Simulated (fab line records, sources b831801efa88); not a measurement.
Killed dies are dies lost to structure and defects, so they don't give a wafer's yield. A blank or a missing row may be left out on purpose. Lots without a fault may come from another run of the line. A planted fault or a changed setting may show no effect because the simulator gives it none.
Problem report in the 8D (eight disciplines) form, filled by code | flow gf180mcu | the parts of the form that need people (team, actions taken, sign-off) are left out

1. THE PROBLEM
spin_speed_rpm at GF_VT_IMPLANT_COAT_02 reads a mean of 2937.4 rpm on 9 wafers of 3 lots; wafers without a fault read 3000.4 rpm with a standard deviation of 1.6. That is -39 standard deviations from the usual mean.
The step: resist thk 1000 nm.
First seen on wafer L577.1, day 9 02:34, on litho_track-04. The record holds 39 wafers of 13 lots with a number at this step. Rule for "out", or "out of limits": more than 4 standard deviations from the usual mean. The other wafers with a number count as sound.

2. WHAT IT IS AND WHAT IT IS NOT
question                    | is                     | is not
which readings at this step | spin_speed_rpm         | -
which lots                  | L577, L578, L580       | L562, L563, L564, L567, L569, L570, L571, L582, L583, L585
which wafers of those lots  | all that have a number | -
read on which tools         | litho_track-04         | litho_track-02, litho_track-03
when                        | from day 9 02:34       | up to then (21 sound wafers); but 9 sound wafers of L582, L583, L585 came after

3. SUSPECTS, AND WHAT RULES EACH OUT
Counting: a tool at a process step up to the reading stays a suspect if it ran every lot that is out and no sound lot after the first of them.
- litho_track-04 at GF_VT_IMPLANT_COAT_02 (resist thk 1000 nm): kept. It ran every lot that is out, first L577 (day 9 02:34), and no sound lot after that; its last sound lot up to then is L571 (day 7 13:13). Its own readings are out on those wafers: spin_speed_rpm.
Left after counting: litho_track-04 at GF_VT_IMPLANT_COAT_02.

4. THE CAUSE (what the simulator had put in)
Process parameter drift: litho_track-04, from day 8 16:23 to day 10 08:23, at GF_VT_IMPLANT_COAT_02. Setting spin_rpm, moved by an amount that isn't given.
Counting left only this tool.

5. THE CHAIN OF EFFECTS, in route order
Each row: a reading whose mean over the struck wafers that have a number lies more than 3 standard deviations from the usual. Only readings for which the record gives a usual standard deviation are gone through. hours: the time from each lot's start at the first step in this table that gives one to its start at this step, as a median over the lots. sigmas: the change in usual standard deviations.
hours | step                   | reading                  | usual      | on struck wafers | change | sigmas
0     | GF_VT_IMPLANT_COAT_02  | spin_speed_rpm           | 3000.4 rpm | 2937.4           | -63.0  | -39
9     | GF_VT_IMPLANT_STRIP_09 | strip_time_to_endpoint_s | 12.64 s    | 12.76            | +0.12  | +3.5
The process steps in it:
- GF_VT_IMPLANT_COAT_02: resist thk 1000 nm.
- GF_VT_IMPLANT_STRIP_09: strips in O2/N2.
Later measuring or inspecting steps at which every struck wafer that the step has a row for has a number for every such reading, and none has moved that far: GF_M4_CD_MEAS_14, GF_V4_THK_MEAS_01.

6. WHAT WOULD HAVE CAUGHT IT SOONER
In this record the first reading out of limits was taken at day 9 02:34, 10 hours after the fault began at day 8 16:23.
